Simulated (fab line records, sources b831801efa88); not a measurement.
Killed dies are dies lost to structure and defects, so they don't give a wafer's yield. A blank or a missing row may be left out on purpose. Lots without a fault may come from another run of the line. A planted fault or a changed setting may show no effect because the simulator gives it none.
Tool commonality check | flow sky130 | 13 lots, 39 wafers sampled

WHY IT WAS OPENED
At SKY_SD_N_TW_MEAS_12 the reading SD_N_TW is flagged on 1 of 13 lots. Wafers without a fault read 4013, standard deviation 26.
Rule: a lot is flagged when every wafer of it that has a number lies more than 4 standard deviations from that mean, or none has a number. The other lots count as sound.

lot  | measured     | on            | SD_N_TW, wafer by wafer | flag
L952 | day 27 23:25 | film_metro-04 | 3969 3995 3999          |
L954 | day 28 11:19 | film_metro-04 | 3982 3946 3976          |
L955 | day 28 20:44 | film_metro-04 | 3989 3994 4001          |
L956 | day 29 07:29 | film_metro-04 | 4003 4023 4004          |
L957 | day 29 12:00 | film_metro-04 | 4020 3992 4018          |
L959 | day 30 10:01 | film_metro-02 | 4011 4057 4071          |
L961 | day 31 02:52 | film_metro-04 | 3994 3997 4014          |
L962 | day 31 10:30 | film_metro-02 | 4057 4057 4069          |
L963 | day 31 19:23 | film_metro-04 | 4005 4000 4013          |
L964 | day 31 23:42 | film_metro-04 | 4005 3979 3990          |
L967 | day 33 00:17 | film_metro-03 | 184 184 184             | FLAGGED
L971 | day 34 09:21 | film_metro-02 | 4053 4065 4058          |
L975 | day 35 13:18 | film_metro-02 | 4006 4008 4012          |
The numbers of the flagged lots are 184 on average: -3829 against the usual, or -99 or more standard deviations.

WHICH TOOL RAN EACH LOT
The record holds 3 process steps before the reading, out of a route of 708 steps. In each cell: the tool, then ch and the chambers that the sampled wafers went through, then the start.
lot  | flag    | SKY_SD_P_STRIP_10                    | SKY_RES_XHIGH_STRIP_08               | SKY_SD_N_STRIP_11
L952 |         | plasma_asher-03 ch 0,1, day 25 13:20 | plasma_asher-02 ch 1, day 26 18:17   | plasma_asher-02 ch 0, day 27 23:18
L954 |         | plasma_asher-03 ch 0,1, day 26 00:57 | plasma_asher-01 ch 0,1, day 27 05:59 | plasma_asher-02 ch 0,1, day 28 11:12
L955 |         | plasma_asher-02 ch 0,1, day 26 10:18 | plasma_asher-04 ch 0,1, day 27 15:26 | plasma_asher-04 ch 0,1, day 28 20:38
L956 |         | plasma_asher-03 ch 0,1, day 26 21:08 | plasma_asher-01 ch 0, day 28 02:19   | plasma_asher-04 ch 1, day 29 07:23
L957 |         | plasma_asher-03 ch 0,1, day 27 02:47 | plasma_asher-01 ch 0,1, day 28 07:53 | plasma_asher-03 ch 0,1, day 29 11:53
L959 |         | plasma_asher-02 ch 0,1, day 28 00:53 | plasma_asher-01 ch 0,1, day 29 05:16 | plasma_asher-02 ch 0,1, day 30 09:56
L961 |         | plasma_asher-03 ch 0,1, day 28 17:56 | plasma_asher-04 ch 0,1, day 29 22:20 | plasma_asher-04 ch 0,1, day 31 02:45
L962 |         | plasma_asher-01 ch 0,1, day 29 02:26 | plasma_asher-04 ch 0,1, day 30 06:13 | plasma_asher-04 ch 0,1, day 31 10:25
L963 |         | plasma_asher-01 ch 0,1, day 29 10:32 | plasma_asher-02 ch 0,1, day 30 14:29 | plasma_asher-04 ch 0,1, day 31 19:17
L964 |         | plasma_asher-01 ch 0,1, day 29 14:50 | plasma_asher-02 ch 0,1, day 30 19:32 | plasma_asher-03 ch 0,1, day 31 23:36
L967 | FLAGGED | plasma_asher-03 ch 0, day 30 16:27   | plasma_asher-01 ch 0,1, day 31 20:19 | plasma_asher-04 ch 0,1, day 33 00:11
L971 |         | plasma_asher-02 ch 0,1, day 32 04:02 | plasma_asher-02 ch 0,1, day 33 06:29 | plasma_asher-02 ch 0,1, day 34 09:15
L975 |         | plasma_asher-03 ch 0,1, day 33 08:21 | plasma_asher-01 ch 0,1, day 34 10:10 | plasma_asher-02 ch 0,1, day 35 13:11
What these steps do:
- SKY_SD_P_STRIP_10: strips in O2/N2.
- SKY_RES_XHIGH_STRIP_08: strips in O2/N2.
- SKY_SD_N_STRIP_11: strips in O2/N2.
- SKY_SD_N_TW_MEAS_12

FLAGGED OVER TOTAL, TOOL BY TOOL (the gauges that took the reading come last)
step                   | tool            | lots run | flagged | share of the flagged lots | sound lots run after its first flagged lot
SKY_SD_P_STRIP_10      | plasma_asher-01 | 3        | 0       | none                      | -
SKY_SD_P_STRIP_10      | plasma_asher-02 | 3        | 0       | none                      | -
SKY_SD_P_STRIP_10      | plasma_asher-03 | 7        | 1       | all                       | 1 (L975)
SKY_RES_XHIGH_STRIP_08 | plasma_asher-01 | 6        | 1       | all                       | 1 (L975)
SKY_RES_XHIGH_STRIP_08 | plasma_asher-02 | 4        | 0       | none                      | -
SKY_RES_XHIGH_STRIP_08 | plasma_asher-04 | 3        | 0       | none                      | -
SKY_SD_N_STRIP_11      | plasma_asher-02 | 5        | 0       | none                      | -
SKY_SD_N_STRIP_11      | plasma_asher-03 | 2        | 0       | none                      | -
SKY_SD_N_STRIP_11      | plasma_asher-04 | 6        | 1       | all                       | 0
SKY_SD_N_TW_MEAS_12    | film_metro-02   | 4        | 0       | none                      | -
SKY_SD_N_TW_MEAS_12    | film_metro-03   | 1        | 1       | all                       | 0
SKY_SD_N_TW_MEAS_12    | film_metro-04   | 8        | 0       | none                      | -

WHAT THE TABLE ALLOWS
4 rows of the table ran every flagged lot: plasma_asher-03 at SKY_SD_P_STRIP_10, plasma_asher-01 at SKY_RES_XHIGH_STRIP_08, plasma_asher-04 at SKY_SD_N_STRIP_11, film_metro-03 at SKY_SD_N_TW_MEAS_12.
- plasma_asher-03 at SKY_SD_P_STRIP_10: 1 of its 7 lots flagged. Sound lots ran on it after the first flagged one (L975), which a lasting fault on the whole tool wouldn't allow.
- plasma_asher-01 at SKY_RES_XHIGH_STRIP_08: 1 of its 6 lots flagged. Sound lots ran on it after the first flagged one (L975), which a lasting fault on the whole tool wouldn't allow. Its own readings lie more than 4 standard deviations out on every wafer of the flagged lots: oes_product_au.
- plasma_asher-04 at SKY_SD_N_STRIP_11: 1 of its 6 lots flagged. Its last sound lot is L963 (day 31 19:17), its first flagged lot L967 (day 33 00:11): a fault that began between those two fits. Its own readings lie more than 4 standard deviations out on every wafer of the flagged lots: strip_time_to_endpoint_s.
- film_metro-03 at SKY_SD_N_TW_MEAS_12: 1 of its 1 lot flagged. It ran no sound lot before its first flagged lot in this sample, so the start can't be narrowed down.
Counting lots can't tell these 2 tools apart, because each fits a fault that began at some hour. More lots, or a look at what each step does to the wafer, might.

WHAT THE SIMULATOR HAD PUT IN
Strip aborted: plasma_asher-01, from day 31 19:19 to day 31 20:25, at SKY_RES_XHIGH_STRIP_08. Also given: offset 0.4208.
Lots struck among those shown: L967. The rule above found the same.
